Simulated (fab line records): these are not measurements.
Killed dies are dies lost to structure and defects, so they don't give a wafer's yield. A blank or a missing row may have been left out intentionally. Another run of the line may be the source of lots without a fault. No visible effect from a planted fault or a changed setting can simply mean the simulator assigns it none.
Comparing a struck lot with a sound one :: flow sky130 :: 24 out of 708 route steps
Sound: these wafers, L223.1, L223.2, L223.4. Wafers L222.1, L222.2, L222.3 were the ones struck. Last of all comes the cause.
Per side, at each step with rows, come the tool, then ch with its chambers, and then its first start. Under that, the readings that differ: sound wafers :: struck wafers :: difference of the means :: sigmas: that difference in standard deviations of wafers without a fault.
alike: a reading whose means differ by less than 2 such deviations, as well as words and numbers matching on both sides. not compared: withheld readings; readings where some wafer has no value; bounds like >300 that might hide an equal value; numbers whose values overlap and for which the record gives no deviation.
Wherever a step has rows on one side only, a row that says differs or no value, or a row with sigmas, the two part there. Numbers that have no deviation but don't overlap get no sigmas and don't part them. Lack of a reading on every wafer of one side parts them only where that side has two or more wafers.

SKY_LI_CONTACT_SPUTTER_19: material Ti, target thk 20 nm, time 106.37 s.
  sound: pvd_sputter-04 at day 32 11:12; struck: pvd_sputter-02 at day 32 05:49
  alike: throttle_valve_pct
SKY_LI_CONTACT_SPUTTER_20: material TiN, target thk 20 nm, time 80 s.
  sound: pvd_sputter-04 at day 32 11:16; struck: pvd_sputter-02 at day 32 05:53
  alike: throttle_valve_pct
then, 1 step without rows for these wafers: SKY_LI_CONTACT_CVD_21 (deposits W, target thk 400 nm, time 120.56 s).
SKY_LI_CONTACT_RS_MEAS_22: a four-point-probe measurement.
  sound: film_metro-04 at day 32 11:28; struck: film_metro-04 at day 32 06:04
  alike: LI_CONTACT_W_RS
SKY_LI_CONTACT_THK_MEAS_23: measures by xrf.
  sound: film_metro-04 at day 32 11:35; struck: film_metro-04 at day 32 06:11
  alike: LI_CONTACT_W_THK
SKY_LI_CONTACT_CMP_24: polishes, stops on PSG, t overpolish 20 s, target thk 0 nm.
  sound on cmp-02 ch 0,1,2, day 32 11:41; struck on cmp-01 ch 0,1,2, day 32 06:15
  alike: head_pressure_psi, motor_current_A, overpolish_run_s, time_to_endpoint_s
SKY_LOCAL_INTERCONNECT_SPUTTER_00: material TiN, target thk 100 nm, time 83.3 s.
  sound: pvd_sputter-03 at day 32 11:56; struck: pvd_sputter-04 at day 32 06:33
  alike: throttle_valve_pct
SKY_LOCAL_INTERCONNECT_RS_MEAS_01: a four-point-probe measurement.
  sound: film_metro-04 at day 32 12:00; struck: film_metro-02 at day 32 06:37
  alike: LOCAL_INTERCONNECT_TIN_RS
SKY_LOCAL_INTERCONNECT_THK_MEAS_02: measures by xrf.
  sound: film_metro-04 at day 32 12:07; struck: film_metro-02 at day 32 06:44
  alike: LOCAL_INTERCONNECT_TIN_THK
then, 3 steps without rows for these wafers: SKY_LOCAL_INTERCONNECT_DEHYDRATE_03 (time 60 s); SKY_LOCAL_INTERCONNECT_HMDS_04 (prime time 60 s); SKY_LOCAL_INTERCONNECT_COAT_05 (resist thk 60 nm).
SKY_LOCAL_INTERCONNECT_COAT_06: resist thk 450 nm.
  sound on litho_track-02 ch 0, day 33 00:00; struck on litho_track-03 ch 0, day 32 18:00
reading: spin_speed_rpm (rpm)
sound: 3000.6 3004.3 3001.5
struck: 3196.7 3195.6 3195.7
difference: +193.9
sigmas: +99 or more

reading: model.KrF-thick_of_LOCAL_INTERCONNECT_COAT_06.thk_nm (nm)
sound: 450.3 450.3 449.7
struck: 435.9 435.5 434.8
difference: -14.7
sigmas: 
then, 4 steps without rows for these wafers: SKY_LOCAL_INTERCONNECT_SOFTBAKE_07 (time 90 s); SKY_LOCAL_INTERCONNECT_EXPOSE_08 (exposes mask LI1M, target cd 170 nm); SKY_LOCAL_INTERCONNECT_PEB_09; SKY_LOCAL_INTERCONNECT_DEVELOP_10 (develop time 60 s).
SKY_LOCAL_INTERCONNECT_CD_MEAS_11 targets a cd of 170 nm.
  sound: cd_sem-01 at day 33 14:24; struck: cd_sem-01 at day 33 09:01
  alike: cd_nm
SKY_LOCAL_INTERCONNECT_OVL_MEAS_12:
  sound: overlay-02 at day 33 14:31; struck: overlay-02 at day 33 09:08
  alike: LOCAL_INTERCONNECT_OVL
SKY_LOCAL_INTERCONNECT_ETCH_13: etches BARC in N2/H2, stops on SiO2, time 45.9 s, target depth 60 nm.
  sound on rie_metal-04 ch 0,1, day 33 14:34; struck on rie_metal-04 ch 0,1, day 33 09:10
  alike: drypump_motor_current_A, h2_flow_sccm, he_backside_leak_sccm, oes_product_au, throttle_valve_pct
  not compared: rf_hours_counter_h
SKY_LOCAL_INTERCONNECT_METAL_ETCH_14: etches TiN in Cl2/BCl3, stops on PSG, target depth 110 nm, time 31.4 s.
  sound on rie_metal-04 ch 0,1, day 33 14:37; struck on rie_metal-04 ch 0,1, day 33 09:14
reading: model.KrF-thick_of_LOCAL_INTERCONNECT_COAT_06.thk_nm (nm)
sound: 347.9 346.2 345.2
struck: 331.4 333.7 333.4
difference: -13.6
sigmas: 
  alike: drypump_motor_current_A, he_backside_leak_sccm, oes_product_au, throttle_valve_pct
  not compared: rf_hours_counter_h
SKY_LOCAL_INTERCONNECT_STRIP_15: strips in O2/N2.
  sound on plasma_asher-04 ch 0,1, day 33 14:40; struck on plasma_asher-03 ch 0,1, day 33 09:17
reading: strip_time_to_endpoint_s (s)
sound: 4.704 4.690 4.693
struck: 4.534 4.572 4.533
difference: -0.149
sigmas: -7
  alike: drypump_motor_current_A, oes_product_au
  not compared: rf_hours_counter_h
then, 1 step without rows for these wafers: SKY_LOCAL_INTERCONNECT_STRIP_16 (strips in post etch residue remover, time 1200 s).
-- here the record skips 14 days between the struck wafers' starts before and after, leaving off in module LOCAL_INTERCONNECT and picking up in module PAD_OPEN (first step shown: number 708 of the route) --
SKY_PAD_OPEN_PROBE_99:
  rows exist in the record for the struck wafers here (prober-01, day 47 16:56), but not for the sound ones

WHERE THEY PART
Earliest at SKY_LOCAL_INTERCONNECT_COAT_06; latest, in this record, at SKY_PAD_OPEN_PROBE_99.

WHY: the cause the simulator had injected
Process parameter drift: litho_track-03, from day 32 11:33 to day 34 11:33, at SKY_LOCAL_INTERCONNECT_COAT_06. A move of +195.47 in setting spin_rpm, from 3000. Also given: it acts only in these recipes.
